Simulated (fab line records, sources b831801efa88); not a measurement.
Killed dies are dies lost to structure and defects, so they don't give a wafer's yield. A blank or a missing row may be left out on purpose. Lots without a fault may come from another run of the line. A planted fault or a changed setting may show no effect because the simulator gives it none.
fab line records | flow gf180mcu
record lots=13 wafers=39 last_day=34
route steps=602 shown HV_LDD@210 V1@352 M2@377
lots that met no fault: from a run of the same line without faults
start_h: hours from the record's first day to the start of the lot's first wafer shown | wait_h: hours since the lot's step before | " the same as in the row above | L1.1+2: a row that stands for several wafers | - no value, or no start given | * or withheld: withheld | < > ~ a bound
route shown NAME@n: a module of which the file shows steps, and the number in the route of the first | usual: mean/standard deviation of fault-free wafers | same: alike in all rows | chamber/n: place in a boat | sites: the reading at each site | _std_site: their standard deviation | _edge_site: outer sites' mean less inner sites' | radius_mm: how far each site lies from the wafer's centre | mask NAME#n: copy n | behind: the tool/chamber that last shaped the wafer | hold: why the lot was held/for how many hours/how that ended | device: the transistor (n, p or np) that didn't switch | end of line: the same wafers' tests at the end of the route | a step without rows: its recipe alone | killed: dies lost to structure and defects at the first sort, not the wafer's yield | map: a wafer's dies, x killed, . not, _ none there
set.NAME: the setting as run; set.NAME@STEP: as run at that earlier step | model.NAME: the simulator's own value behind a step, which no gauge read
steps of the route over a sample of lots; a table a step, a row a wafer
services: from which hour (start_h, from the record's first day; less than 0 if before it) a tool's chamber was out of use, for how many hours, and why
## steps
# step GF_HV_LDD_IMPLANT_34
# recipe species=P energy_kev=60 dose_cm2=7.5e+12 tilt_deg=30 rotation_deg=90
# columns lot.wafer tool chamber start_h wait_h
L678.1+5+6 implanter-04 0 260.15 0.1
L679.2+3+6 implanter-01 0 270.75 0.1
L681.3+5+6 implanter-01 0 285.36 0.1
L682.2+3+4 implanter-01 0 295.91 0.1
L683.2+4+5 implanter-02 0 302.20 0.1
L684.2+4+6 implanter-01 0 313.75 0.1
L685.1+5+6 implanter-04 0 320.60 0.1
L685.1+5+6 implanter-04 0 320.92 0.3
L695.2+3+5 implanter-01 0 394.75 0.1
L695.2+3+5 implanter-01 0 395.07 0.3
L696.3+4+6 implanter-04 0 400.47 0.1
L697.2+3+4 implanter-01 0 412.42 0.1
L698.2+4+6 implanter-01 0 418.23 0.1
L699.2+3+5 implanter-04 0 429.39 0.1
L700.1+3+6 implanter-02 0 433.46 0.1
# step GF_HV_LDD_TW_MEAS_38
# usual HV_LDD_3_TW=1438/9
# columns lot.wafer tool chamber start_h wait_h HV_LDD_3_TW
L678.1 film_metro-02 - 260.70 0.1 1447
L678.5 " - " " 1448
L678.6 " - " " 1450
L679.2 film_metro-01 - 271.28 0.1 1424
L679.3 " - " " 1418
L679.6 " - " " 1416
L681.3 film_metro-01 - 285.88 0.1 1415
L681.5 " - " " 1419
L681.6 " - " " 1424
L682.2 film_metro-01 - 296.44 0.1 1414
L682.3 " - " " 1424
L682.4 " - " " 1426
L683.2 film_metro-02 - 302.73 0.1 1429
L683.4 " - " " 1434
L683.5 " - " " 1432
L684.2 film_metro-03 - 314.28 0.1 1451
L684.4 " - " " 1437
L684.6 " - " " 1445
L685.1 film_metro-03 - 321.49 0.1 1546
L685.5 " - " " 1549
L685.6 " - " " 1550
L695.2 film_metro-03 - 395.69 0.2 1553
L695.3 " - " " 1548
L695.5 " - " " 1552
L696.3 film_metro-02 - 401.00 0.1 1436
L696.4 " - " " 1436
L696.6 " - " " 1442
L697.2 film_metro-03 - 412.96 0.1 1435
L697.3 " - " " 1442
L697.4 " - " " 1442
L698.2 film_metro-03 - 418.77 0.1 1440
L698.4 " - " " 1441
L698.6 " - " " 1447
L699.2 film_metro-03 - 429.93 0.1 1437
L699.3 " - " " 1434
L699.5 " - " " 1436
L700.1 film_metro-03 - 434.06 0.1 1441
L700.3 " - " " 1439
L700.6 " - " " 1444
# step GF_HV_LDD_RS_MEAS_53
# recipe thk_meas_gauge=four-point-probe
# usual HV_LDD_RS=417.5/0.96
# columns lot.wafer tool chamber start_h wait_h HV_LDD_RS[ohm/sq]
L678.1 film_metro-01 - 280.08 0.1 417.4
L678.5 " - " " 417.9
L678.6 " - " " 417.8
L679.2 film_metro-02 - 291.41 0.1 417.9
L679.3 " - " " 417.1
L679.6 " - " " 418.0
L681.3 film_metro-01 - 306.03 0.1 417.5
L681.5 " - " " 417.9
L681.6 " - " " 418.4
L682.2 film_metro-01 - 317.22 0.1 418.7
L682.3 " - " " 419.4
L682.4 " - " " 417.7
L683.2 film_metro-02 - 323.95 0.1 417.2
L683.4 " - " " 418.0
L683.5 " - " " 416.9
L684.2 film_metro-01 - 336.07 0.1 417.7
L684.4 " - " " 418.3
L684.6 " - " " 417.1
L685.1 film_metro-01 - 343.09 0.1 398.4
L685.5 " - " " 399.5
L685.6 " - " " 398.6
L695.2 film_metro-02 - 419.41 0.1 400.3
L695.3 " - " " 400.0
L695.5 " - " " 399.9
L696.3 film_metro-03 - 424.47 0.1 417.3
L696.4 " - " " 416.8
L696.6 " - " " 417.5
L697.2 film_metro-03 - 437.20 0.1 416.9
L697.3 " - " " 417.0
L697.4 " - " " 416.8
L698.2 film_metro-02 - 443.51 0.1 417.7
L698.4 " - " " 417.3
L698.6 " - " " 418.3
L699.2 film_metro-02 - 454.56 0.1 416.0
L699.3 " - " " 416.3
L699.5 " - " " 416.4
L700.1 film_metro-02 - 458.88 0.1 418.1
L700.3 " - " " 417.6
L700.6 " - " " 417.0
# step GF_V1_ETCH_17
# recipe chemistry=C4F8/O2/Ar mask_material=KrF target=SiO2 stop_on=TiN source_w=1500 bias_w=1200 pressure_mtorr=40 c4f8_flow_sccm=withheld O2_flow_sccm=6 Ar_flow_sccm=300 time_s=withheld target_depth_a=6300
# usual oes_product_au=0.855/0.0043
# columns lot.wafer tool chamber start_h wait_h oes_product_au
L678.1 rie_diel-02 1 - - 0.853
L678.5 " 3 " " 0.854
L678.6 " 2 " " 0.854
L679.2 rie_diel-04 0 - - 0.850
L679.3 " 3 " " 0.858
L679.6 " 2 " " 0.853
L681.3 rie_diel-03 0 - - 0.861
L681.5 " 2 " " 0.856
L681.6 " 3 " " 0.852
L682.2 rie_diel-03 3 - - 0.861
L682.3 " 0 " " 0.855
L682.4 " 2 " " 0.852
L683.2 rie_diel-02 0 - - 0.853
L683.4 " 2 " " 0.847
L683.5 " 0 " " 0.852
L684.2 rie_diel-03 0 - - 0.858
L684.4 " 1 " " 0.858
L684.6 " 2 " " 0.857
L685.1 rie_diel-04 1 - - 0.855
L685.5 " 0 " " 0.849
L685.6 " 1 " " 0.854
L695.2 rie_diel-02 1 - - 0.846
L695.3 " 0 " " 0.855
L695.5 " 1 " " 0.861
L696.3 rie_diel-03 3 - - 0.860
L696.4 " 2 " " 0.856
L696.6 " 2 " " 0.856
L697.2 rie_diel-03 1 - - 0.847
L697.3 " 2 " " 0.860
L697.4 " 3 " " 0.857
L698.2 rie_diel-02 2 - - 0.861
L698.4 " 3 " " 0.861
L698.6 " 3 " " 0.851
L699.2 rie_diel-02 1 - - 0.853
L699.3 " 0 " " 0.845
L699.5 " 3 " " 0.856
L700.1 rie_diel-03 3 - - 0.854
L700.3 " 0 " " 0.850
L700.6 " 2 " " 0.853
# step GF_V1_RS_MEAS_24
# recipe thk_meas_gauge=four-point-probe reads=W_of_V1_CVD_23+TiN_of_V1_SPUTTER_22+Ti_of_V1_SPUTTER_21
# usual V1_W_RS=0.328/0.0054
# columns lot.wafer tool chamber start_h wait_h V1_W_RS[ohm/sq]
L678.1 film_metro-04 - 419.25 0.1 0.321
L678.5 " - " " 0.324
L678.6 " - " " 0.331
L679.2 film_metro-03 - 432.99 0.1 0.326
L679.3 " - " " 0.324
L679.6 " - " " 0.333
L681.3 film_metro-02 - 450.46 0.1 0.334
L681.5 " - " " 0.335
L681.6 " - " " 0.331
L682.2 film_metro-04 - 462.80 0.1 0.327
L682.3 " - " " 0.323
L682.4 " - " " 0.333
L683.2 film_metro-04 - 470.35 0.2 0.335
L683.4 " - " " 0.330
L683.5 " - " " 0.331
L684.2 film_metro-03 - 488.00 0.1 0.322
L684.4 " - " " 0.331
L684.6 " - " " 0.325
L685.1 film_metro-03 - 492.41 0.1 0.325
L685.5 " - " " 0.322
L685.6 " - " " 0.328
L695.2 film_metro-04 - 570.93 0.1 0.321
L695.3 " - " " 0.321
L695.5 " - " " 0.321
L696.3 film_metro-04 - 575.19 0.1 0.318
L696.4 " - " " 0.321
L696.6 " - " " 0.316
L697.2 film_metro-04 - 586.45 0.2 0.327
L697.3 " - " " 0.332
L697.4 " - " " 0.329
L698.2 film_metro-03 - 592.67 0.2 0.324
L698.4 " - " " 0.320
L698.6 " - " " 0.323
L699.2 film_metro-03 - 600.51 0.1 0.325
L699.3 " - " " 0.329
L699.5 " - " " 0.327
L700.1 film_metro-04 - 605.77 0.1 0.331
L700.3 " - " " 0.332
L700.6 " - " " 0.331
# step GF_M2_OVL_MEAS_15
# usual M2_OVL=-2/5.5
# columns lot.wafer tool chamber start_h wait_h M2_OVL[nm]
L678.1 overlay-01 - 444.31 0.1 -10
L678.5 " - " " -5
L678.6 " - " " 0
L679.2 overlay-01 - 458.07 0.1 1
L679.3 " - " " -3
L679.6 " - " " 0
L681.3 overlay-02 - 475.72 0.1 -3
L681.5 " - " " 0
L681.6 " - " " -4
L682.2 overlay-01 - 487.42 0.1 -10
L682.3 " - " " -5
L682.4 " - " " -14
L683.2 overlay-02 - 494.91 0.1 1
L683.4 " - " " -1
L683.5 " - " " 6
L684.2 overlay-01 - 512.18 0.1 -8
L684.4 " - " " -3
L684.6 " - " " -5
L685.1 overlay-01 - 517.40 0.1 -15
L685.5 " - " " -14
L685.6 " - " " -1
L695.2 overlay-01 - 593.12 0.1 -11
L695.3 " - " " -6
L695.5 " - " " -5
L696.3 overlay-02 - 597.03 0.1 0
L696.4 " - " " 12
L696.6 " - " " 7
L697.2 overlay-01 - 608.83 0.1 -1
L697.3 " - " " -1
L697.4 " - " " -4
L698.2 overlay-01 - 614.97 0.1 -1
L698.4 " - " " 5
L698.6 " - " " 3
L699.2 overlay-02 - 621.58 0.1 1
L699.3 " - " " -4
L699.5 " - " " -2
L700.1 overlay-01 - 626.66 0.1 -3
L700.3 " - " " -6
L700.6 " - " " -6
## services
# columns tool chamber start_h hours kind
rie_diel-04 - 240.95 0.8 repair
rie_diel-04 0 267.37 3.3 repair
implanter-01 - 280.82 2.1 repair
rie_diel-03 - 291.91 6.7 repair
implanter-02 - 297.69 0.8 repair
rie_diel-02 - 302.10 1.8 repair
implanter-01 - 320.70 36.5 pm
rie_diel-03 1 337.21 4.9 repair
implanter-01 - 366.08 5.0 repair
implanter-01 - 380.83 3.7 repair
implanter-01 - 406.44 1.1 repair
rie_diel-02 2 408.71 4.9 repair
implanter-04 - 416.09 3.4 pm
implanter-04 - 446.35 1.3 repair
implanter-01 - 471.18 0.7 repair
rie_diel-03 0 506.62 10.3 repair
implanter-01 - 513.51 4.9 pm
rie_diel-02 1 536.53 9.8 repair
implanter-04 - 539.20 7.9 repair
implanter-01 - 541.08 0.7 repair
rie_diel-03 - 544.01 0.3 repair
rie_diel-03 3 552.95 6.4 repair
rie_diel-03 2 562.14 2.9 repair
implanter-04 - 602.42 1.9 repair
## key
first_sign step=GF_HV_LDD_IMPLANT_34 reading=visit direction=added
effect step=GF_HV_LDD_TW_MEAS_38 reading=HV_LDD_3_TW direction=up sigmas=12 usual=1438 struck=1550
effect step=GF_HV_LDD_RS_MEAS_53 reading=HV_LDD_RS direction=down sigmas=19 usual=417.5 struck=399.4
met_at GF_HV_LDD_IMPLANT_34
struck_lots L685,L695
tester_left_out L685,L695
not_acting_at GF_V1_ETCH_17,GF_V1_RS_MEAS_24,GF_M2_OVL_MEAS_15
fault kind=repeated_step_whole tool=implanter-01,implanter-02,implanter-04 chamber=- onset_h=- steps=GF_HV_LDD_IMPLANT_34 times=1 scope=struck_lots_only
# tester_left_out: of these lots the tester's yield and bins aren't shown, on N5 and GAA mostly nor the transistor test; their killed dies are dies lost to structure and defects alone, not to doping, threshold or leakage, so they don't give the yield
